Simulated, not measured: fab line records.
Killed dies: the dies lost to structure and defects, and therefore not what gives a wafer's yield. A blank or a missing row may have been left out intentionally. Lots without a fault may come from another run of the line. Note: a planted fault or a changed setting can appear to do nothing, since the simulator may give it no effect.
2 desks looking at one fault    flow gf180mcu    what lay behind the numbers comes last; until then each desk has only its own

== DESK OF THE TOOL OWNER: wet_bench-01 ==
The tool's own readings at GF_STI_WET_ETCH_17 (etches Si3N4 in H3PO4, target depth 45 nm, time 514 s): means of the sampled wafers that have a number, for each lot that ran on this tool. The brackets show how far a lot's mean lies from the usual mean; more than 4 standard deviations puts the lot out of limits, marked OUT.
Columns: A = bath_guard_temp_C at GF_STI_WET_ETCH_17, usual 160.2 C; B = bath_heat_duty_pct at GF_STI_WET_ETCH_17, usual 28 %
lot   first seen here  A      B
L406  day 2 12:56      160.3  29
L407  day 2 17:53      160.5  26
L422  day 5 23:30      160.2  27
L424  day 6 12:23      159.7  20
L425  day 6 15:53      160.6  26
This desk's verdict: no lot among the 5 shows anything out of limits.

== FROM THE METROLOGY DESK ==
Lot by lot, what the gauges showed, no matter which tool ran the lot: averages of those sampled wafers that carry a number. The brackets show how far a lot's mean lies from the usual mean; more than 4 standard deviations puts the lot out of limits, marked OUT.
Columns: A = M2_ALCU_THK at GF_M2_THK_MEAS_06, usual 455 nm
lot   first seen here  A
L404  day 18 08:07     449
L405  day 18 21:31     455
L406  day 19 06:38     452
L407  day 19 11:14     455
L419  day 24 05:22     461
L418  day 24 07:12     455
L420  day 24 10:12     456
L422  day 25 02:40     453
L423  day 25 07:50     457
L424  day 25 15:30     455
L425  day 26 01:17     460
L426  day 26 08:34     458
This desk's verdict: no lot among the 12 shows anything out of limits.

== PUT TOGETHER ==
The desk of the tool owner found nothing out of limits.
At the metrology desk, nothing out of limits was observed.

== WHAT THE SIMULATOR PUT IN ==
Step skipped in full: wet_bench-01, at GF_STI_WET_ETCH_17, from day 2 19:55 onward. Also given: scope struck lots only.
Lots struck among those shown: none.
